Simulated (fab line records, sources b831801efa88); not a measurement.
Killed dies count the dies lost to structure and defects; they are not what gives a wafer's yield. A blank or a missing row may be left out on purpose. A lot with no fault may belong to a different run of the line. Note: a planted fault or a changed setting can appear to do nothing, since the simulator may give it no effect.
A lot that was struck, set against a sound lot	flow gf180mcu	18 steps out of a route of 602
Sound: the wafers L596.3, L596.4, L596.6. The struck wafers were L593.1, L593.5. The cause is named last.
Order at every step that has rows: each side's tool, ch and its chambers, its first start. Under that, the readings that differ: sound wafers	struck wafers	difference of the means	sigmas: that difference in standard deviations of wafers without a fault.
alike: readings whose means differ by less than 2 such deviations, and words and numbers that are the same on both sides. not compared: withheld readings, readings that some wafer has no value for, bounds like >300 that may hide the same value, and numbers for which the record gives no deviation and whose values overlap.
Wherever a step has rows on one side only, a row that says differs or no value, or a row with sigmas, the two part there. Numbers that have no deviation but don't overlap get no sigmas and don't part them. Lack of a reading on every wafer of one side parts them only where that side has two or more wafers.

first, 3 steps without rows for these wafers: GF_V1_EXPOSE_11 (exposes mask Via1, target cd 260 nm); GF_V1_PEB_12 (peb time 90 s); GF_V1_DEVELOP_13 (develop time 60 s).
GF_V1_CD_MEAS_14: the cd target is 260 nm.
  struck on cd_sem-01, day 24 03:25; sound on cd_sem-02, day 25 01:45
  alike: cd_nm
GF_V1_OVL_MEAS_15:
  struck on overlay-01, day 24 03:32; sound on overlay-01, day 25 01:52
  alike: V1_OVL
GF_V1_ETCH_16: etches BARC in N2/H2.
  sound on rie_diel-04 ch 1,3, day 25 01:53; struck on rie_diel-04 ch 0,2, day 24 03:34
  alike: drypump_motor_current_A, oes_product_au, throttle_valve_pct
then, 1 step without rows for these wafers: GF_V1_ETCH_17 (etches SiO2 in C4F8/O2/Ar, stops on TiN, target depth 630 nm).
GF_V1_STRIP_18: strips in O2/N2.
  sound on plasma_asher-03 ch 0,1, day 25 02:03; struck on plasma_asher-03 ch 0,1, day 24 03:42
  alike: drypump_motor_current_A, heater_power_w, oes_product_au
  not compared: rf_hours_counter_h
then, 2 steps without rows for these wafers: GF_V1_STRIP_19 (strips in post etch residue remover, time 1200 s); GF_V1_CLEAN_20 (cleans in DIW).
GF_V1_SPUTTER_21: material Ti, target thk 15 nm, time 80.02 s.
  struck on pvd_sputter-03, day 24 04:14; sound on pvd_sputter-02, day 25 02:33
  alike: chamber_pressure_pa, throttle_valve_pct
GF_V1_SPUTTER_22: material TiN, target thk 10 nm, time 40 s.
  struck on pvd_sputter-03, day 24 04:18; sound on pvd_sputter-02, day 25 02:37
  alike: chamber_pressure_pa, throttle_valve_pct
GF_V1_CVD_23: deposits W, target thk 350 nm, time 105.05 s.
  sound on cvd_w-01 ch 0,1, day 25 02:41; struck on cvd_w-02 ch 0, day 24 04:20
reading	sound	struck	difference	sigmas
model.W_of_V1_CVD_23.thk_nm (nm)	351.9 350.3 352.5	207.6 207.3	-144.1	
  alike: heater_power_w
GF_V1_RS_MEAS_24: a four-point-probe measurement.
  struck on film_metro-02, day 24 04:27; sound on film_metro-04, day 25 02:48
reading	sound	struck	difference	sigmas
V1_W_RS (ohm/sq)	0.326 0.327 0.325	0.555 0.557	+0.230	+74
GF_V1_THK_MEAS_25: measures by xrf.
  struck on film_metro-02, day 24 04:34; sound on film_metro-04, day 25 02:54
reading	sound	struck	difference	sigmas
V1_W_THK (nm)	349 348 351	210 210	-139	-23
GF_V1_CMP_26: polishes, stops on SiO2, t overpolish 15 s, target thk 0 nm.
  sound on cmp-02 ch 0,2,3, day 25 02:59; struck on cmp-02 ch 1, day 24 04:38
reading	sound	struck	difference	sigmas
time_to_endpoint_s (s)	86 86 80	49 53	-33	-10
  alike: motor_current_A
GF_M2_SPUTTER_00: material Ti, target thk 37.5 nm, time 150 s.
  struck on pvd_sputter-03, day 24 04:56; sound on pvd_sputter-03, day 25 03:14
  alike: chamber_pressure_pa, throttle_valve_pct
GF_PASSIVATION_PROBE_99:
  the record has rows for the sound wafers here (prober-01, day 34 08:09) and none for the struck ones

WHERE THEY PART
First at GF_V1_RS_MEAS_24; last, within this record, at GF_PASSIVATION_PROBE_99.

WHY: the cause the simulator had injected
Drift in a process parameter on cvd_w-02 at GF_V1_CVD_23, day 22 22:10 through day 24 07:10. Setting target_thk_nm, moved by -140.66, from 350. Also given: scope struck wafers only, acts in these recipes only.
